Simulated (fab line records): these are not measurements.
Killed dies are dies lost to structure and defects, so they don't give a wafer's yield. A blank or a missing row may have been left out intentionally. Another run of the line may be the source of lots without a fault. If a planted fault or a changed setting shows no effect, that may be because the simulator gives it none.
Problem report in the 8D (eight disciplines) form, filled by code -- flow gf180mcu -- the parts of the form that need people (team, actions taken, sign-off) are left out

## 1. WHAT WENT WRONG
Mean of runLengthS at GF_STI_WET_ETCH_26: 141 s over 3 wafers from 1 lot, against 217 s (standard deviation 3.5) on wafers with no fault. Measured from the usual mean, that is -22 standard deviations.
The step: etches SiO2 in dHF, target depth 94 nm, time 188 s.
First observed at day 5 19:47: wafer L364.2, on wetBench-02. The record has a number at this step for 15 wafers belonging to 5 lots. Rule for "out", or "out of limits": more than 4 standard deviations from the usual mean. The other wafers with a number count as sound.

## 2. WHAT IT IS AND WHAT IT IS NOT
question,is,is not
which readings at this step,runLengthS,-
which lots,L364,"L351, L362, L366, L368"
which wafers of those lots,all that have a number,-
read on which tools,wetBench-02,"wetBench-01, wetBench-04"
when,from day 5 19:47,"up to then (6 sound wafers); but 6 sound wafers of L366, L368 came after"

## 3. WHAT RULES OUT EACH SUSPECT
Counting: a tool at a process step up to the reading stays a suspect if it ran every lot that is out and no sound lot after the first of them.
- rieSi-02 at GF_STI_ETCH_14 (etches Si in HBr/Cl2/O2, target depth 360 nm, time 102.9 s): kept. It ran the lot that is out, L364 (day 5 17:34), and no sound lot after that; its last sound lot up to then is L362 (day 5 06:43).
- plasmaAsher-01 at GF_STI_STRIP_15 (strips in O2/N2): kept. It ran the lot that is out, L364 (day 5 17:38), and no sound lot after that; its last sound lot up to then is L362 (day 5 06:47).
- cmp-02 at GF_STI_CMP_25 (polishes, stops on Si3N4, t overpolish 33 s, target thk 524.6 nm): ruled out as a lasting fault. The sound lots L366 went through it after L364, its earliest lot that is out (day 5 19:35).
- wetBench-02 at GF_STI_WET_ETCH_26 (etches SiO2 in dHF, target depth 94 nm, time 188 s): ruled out as a lasting fault. The sound lots L366 went through it after L364, its earliest lot that is out (day 5 19:47).
Remaining after the count are rieSi-02 at GF_STI_ETCH_14 and plasmaAsher-01 at GF_STI_STRIP_15.

## 4. THE CAUSE (what the simulator had put in)
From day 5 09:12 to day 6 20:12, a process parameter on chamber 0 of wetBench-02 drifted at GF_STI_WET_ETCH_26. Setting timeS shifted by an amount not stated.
Counting ruled it out, wrongly.

## 5. THE EFFECT CHAIN, in route order
Rows list readings where the struck wafers' mean (over those with a number) sits beyond 3 standard deviations from the usual. Scope: only readings with a usual standard deviation given in the record; hours: median across lots of the time from each lot's start at the first step in this table that gives one to its start at this step; sigmas: change in usual standard deviations.
hours,step,reading,usual,on struck wafers,change,sigmas
0,GF_STI_WET_ETCH_26,runLengthS,217 s,141,-76,-22
Process steps it contains:
- GF_STI_WET_ETCH_26: etches SiO2 in dHF, target depth 94 nm, time 188 s.
Later steps that measure or inspect, where all struck wafers having a row at the step show a number for every such reading and not one has moved that far: GF_STI_THK_MEAS_30, GF_DNWELL_TW_MEAS_09, GF_NWELL_OVL_MEAS_07, GF_NWELL_TW_MEAS_11.

## 6. HOW IT WOULD HAVE BEEN CAUGHT EARLIER
First out-of-limits reading in this record: day 5 19:47, which is 11 hours after fault onset at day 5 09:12.
